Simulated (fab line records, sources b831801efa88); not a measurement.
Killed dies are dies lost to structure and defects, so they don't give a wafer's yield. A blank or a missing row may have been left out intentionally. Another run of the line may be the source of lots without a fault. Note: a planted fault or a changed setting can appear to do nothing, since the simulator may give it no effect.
Which tool was responsible? ; flow gf180mcu ; Sampling: 7 lots, 21 wafers, 4 of 602 route steps

## WHAT THE GAUGES SHOWED, per wafer
GF_TOP_METAL_THK_MEAS_06: measures by xrf.
lot;measured;on;TOP_METAL_ALCU_THK (nm)
L696;day 27 22:43;filmMetro-02;888 885 888
L698;day 28 11:00;filmMetro-01;888 900 888
L700;day 29 01:31;filmMetro-04;883 898 895
L702;day 29 19:01;filmMetro-02;877 872 879
L704;day 30 09:25;filmMetro-04;877 878 887
L708;day 31 08:46;filmMetro-02;862 862 862
L713;day 32 17:46;filmMetro-04;888 892 890

## TOOL THAT RAN EACH LOT (tool first, then ch and the chambers of the sampled wafers, then the start)
lot;GF_M3_CLEAN_19;GF_MIM_SPUTTER_01;GF_MIM_SPUTTER_09
L696;wetBench-03 ch 2, day 22 04:09;pvdSputter-01, day 25 04:58;pvdSputter-04, day 25 05:14
L698;wetBench-02 ch 2, day 22 20:12;pvdSputter-03, day 25 19:12;pvdSputter-04, day 25 19:29
L700;wetBench-02 ch 3, day 23 12:43;pvdSputter-04, day 26 10:33;pvdSputter-03, day 26 10:50
L702;wetBench-02 ch 3, day 24 09:45;pvdSputter-03, day 27 05:08;pvdSputter-01, day 27 05:27
L704;wetBench-03 ch 1, day 25 02:05;pvdSputter-01, day 27 20:37;pvdSputter-04, day 27 20:53
L708;wetBench-01 ch 2, day 26 04:38;pvdSputter-03, day 28 21:29;pvdSputter-04, day 28 21:46
L713;wetBench-02 ch 0, day 27 18:12;pvdSputter-03, day 30 09:31;pvdSputter-01, day 30 09:49
- GF_M3_CLEAN_19: cleans in DIW.
- GF_MIM_SPUTTER_01: material TiN, target thk 30 nm, time 25 s.
- GF_MIM_SPUTTER_09: material TiN, target thk 35 nm, time 29.2 s.

## THE ANSWER, worked out from the rows above alone
Rule: the usual values come from the lots themselves. The widest of any qualifying gaps counts: lots, ordered by their means at a reading, are off when they make up no more than a third of the lots, leave a main group of 4 or more, and stand apart from it by 3 or more times the standard deviation of that group's means. A main group whose means are all the same, to the digits that the tables above print for the reading, isn't used. A lot without any number at a reading at which 4 lots or more have one is off too. The other lots that the step has rows for count as sound.
No lot is off on any of the readings shown, so nothing can be concluded from this.

## WHAT THE SIMULATOR HAD PUT IN
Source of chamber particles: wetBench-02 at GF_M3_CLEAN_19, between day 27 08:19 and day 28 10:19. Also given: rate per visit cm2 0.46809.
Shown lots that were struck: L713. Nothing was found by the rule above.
